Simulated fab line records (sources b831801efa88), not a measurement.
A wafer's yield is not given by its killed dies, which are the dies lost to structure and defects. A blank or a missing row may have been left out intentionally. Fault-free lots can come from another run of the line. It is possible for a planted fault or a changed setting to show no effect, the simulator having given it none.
The tool behind it: which one? / flow sfqLine / Sampling: 13 lots, 39 wafers, 2 of 325 route steps

WHAT THE GAUGES READ, wafer by wafer
SFQ_M0_RS_MEAS_904: measurement is done with a four-point probe. Usual: M0_NB_RS gives 0.888 ohm/sq (standard deviation 0.01).
lot=L652; measured=day 5 00:55; on=filmMetro-03; M0_NB_RS (ohm/sq)=0.884 0.894 0.884; flag=
lot=L653; measured=day 5 05:44; on=filmMetro-04; M0_NB_RS (ohm/sq)=0.890 0.893 0.890; flag=
lot=L654; measured=day 5 15:19; on=filmMetro-04; M0_NB_RS (ohm/sq)=0.897 0.900 0.878; flag=
lot=L655; measured=day 5 17:43; on=filmMetro-04; M0_NB_RS (ohm/sq)=0.871 0.883 0.869; flag=
lot=L656; measured=day 6 02:16; on=filmMetro-01; M0_NB_RS (ohm/sq)=0.899 0.890 0.891; flag=
lot=L657; measured=day 6 05:50; on=filmMetro-01; M0_NB_RS (ohm/sq)=0.889 0.881 0.879; flag=
lot=L658; measured=day 6 15:26; on=filmMetro-04; M0_NB_RS (ohm/sq)=0.877 0.884 0.869; flag=
lot=L659; measured=day 6 17:54; on=filmMetro-01; M0_NB_RS (ohm/sq)=0.883 0.882 0.864; flag=
lot=L663; measured=day 7 18:55; on=filmMetro-01; M0_NB_RS (ohm/sq)=0.800 0.894 0.893; flag=
lot=L665; measured=day 8 06:50; on=filmMetro-01; M0_NB_RS (ohm/sq)=0.904 0.804 0.877; flag=
lot=L670; measured=day 9 13:31; on=filmMetro-03; M0_NB_RS (ohm/sq)=0.888 0.891 0.886; flag=
lot=L673; measured=day 10 08:41; on=filmMetro-01; M0_NB_RS (ohm/sq)=0.877 0.875 0.874; flag=
lot=L674; measured=day 10 13:29; on=filmMetro-03; M0_NB_RS (ohm/sq)=0.886 0.895 0.891; flag=

TOOL THAT RAN EACH LOT (tool first, then ch and the chambers of the sampled wafers, then the start)
lot=L652; SFQ_TRILAYER_M0_DEP_SPUTTER_019=pvdSputter-04, day 5 00:50
lot=L653; SFQ_TRILAYER_M0_DEP_SPUTTER_019=pvdSputter-06, day 5 05:39
lot=L654; SFQ_TRILAYER_M0_DEP_SPUTTER_019=pvdSputter-04, day 5 15:14
lot=L655; SFQ_TRILAYER_M0_DEP_SPUTTER_019=pvdSputter-05, day 5 17:38
lot=L656; SFQ_TRILAYER_M0_DEP_SPUTTER_019=pvdSputter-05, day 6 02:08
lot=L657; SFQ_TRILAYER_M0_DEP_SPUTTER_019=pvdSputter-05, day 6 05:45
lot=L658; SFQ_TRILAYER_M0_DEP_SPUTTER_019=pvdSputter-04, day 6 15:21
lot=L659; SFQ_TRILAYER_M0_DEP_SPUTTER_019=pvdSputter-04, day 6 17:45
lot=L663; SFQ_TRILAYER_M0_DEP_SPUTTER_019=pvdSputter-04, day 7 18:49
lot=L665; SFQ_TRILAYER_M0_DEP_SPUTTER_019=pvdSputter-04, day 8 06:44
lot=L670; SFQ_TRILAYER_M0_DEP_SPUTTER_019=pvdSputter-06, day 9 13:24
lot=L673; SFQ_TRILAYER_M0_DEP_SPUTTER_019=pvdSputter-05, day 10 08:36
lot=L674; SFQ_TRILAYER_M0_DEP_SPUTTER_019=pvdSputter-05, day 10 13:24
- SFQ_TRILAYER_M0_DEP_SPUTTER_019: material Nb, target thk 200 nm, time 133.3 s.

WHAT THE TOOLS THEMSELVES READ (means of the sampled wafers that have a number; where no wafer has one, the mark that the record gives instead)
SFQ_TRILAYER_M0_DEP_SPUTTER_019. Usual: throttleValvePct reads 29.1 % (standard deviation 0.97).
lot=L652; tool=pvdSputter-04; throttleValvePct (%)=28.0; flag=
lot=L653; tool=pvdSputter-06; throttleValvePct (%)=28.7; flag=
lot=L654; tool=pvdSputter-04; throttleValvePct (%)=28.9; flag=
lot=L655; tool=pvdSputter-05; throttleValvePct (%)=29.7; flag=
lot=L656; tool=pvdSputter-05; throttleValvePct (%)=29.7; flag=
lot=L657; tool=pvdSputter-05; throttleValvePct (%)=29.1; flag=
lot=L658; tool=pvdSputter-04; throttleValvePct (%)=28.9; flag=
lot=L659; tool=pvdSputter-04; throttleValvePct (%)=29.4; flag=
lot=L663; tool=pvdSputter-04; throttleValvePct (%)=28.5; flag=
lot=L665; tool=pvdSputter-04; throttleValvePct (%)=28.9; flag=
lot=L670; tool=pvdSputter-06; throttleValvePct (%)=28.7; flag=
lot=L673; tool=pvdSputter-05; throttleValvePct (%)=29.0; flag=
lot=L674; tool=pvdSputter-05; throttleValvePct (%)=28.9; flag=

THE ANSWER, worked out from the rows above alone
Rule: lot off if the mean of its wafers having a number is beyond 3 standard deviations from the usual mean. A lot without any number at a reading at which 4 lots or more have one is off too. All remaining lots with rows at the step are treated as sound. After the gauges, taken in route order, come the tools' own readings; for these a lot's mean is taken, as printed above. At the first step where some lot is off, the reading lying furthest off is the one used; lots without a number count as furthest.
No lot is off at any reading shown: from this, nothing can be told.

WHAT HAD BEEN PUT IN BY THE SIMULATOR
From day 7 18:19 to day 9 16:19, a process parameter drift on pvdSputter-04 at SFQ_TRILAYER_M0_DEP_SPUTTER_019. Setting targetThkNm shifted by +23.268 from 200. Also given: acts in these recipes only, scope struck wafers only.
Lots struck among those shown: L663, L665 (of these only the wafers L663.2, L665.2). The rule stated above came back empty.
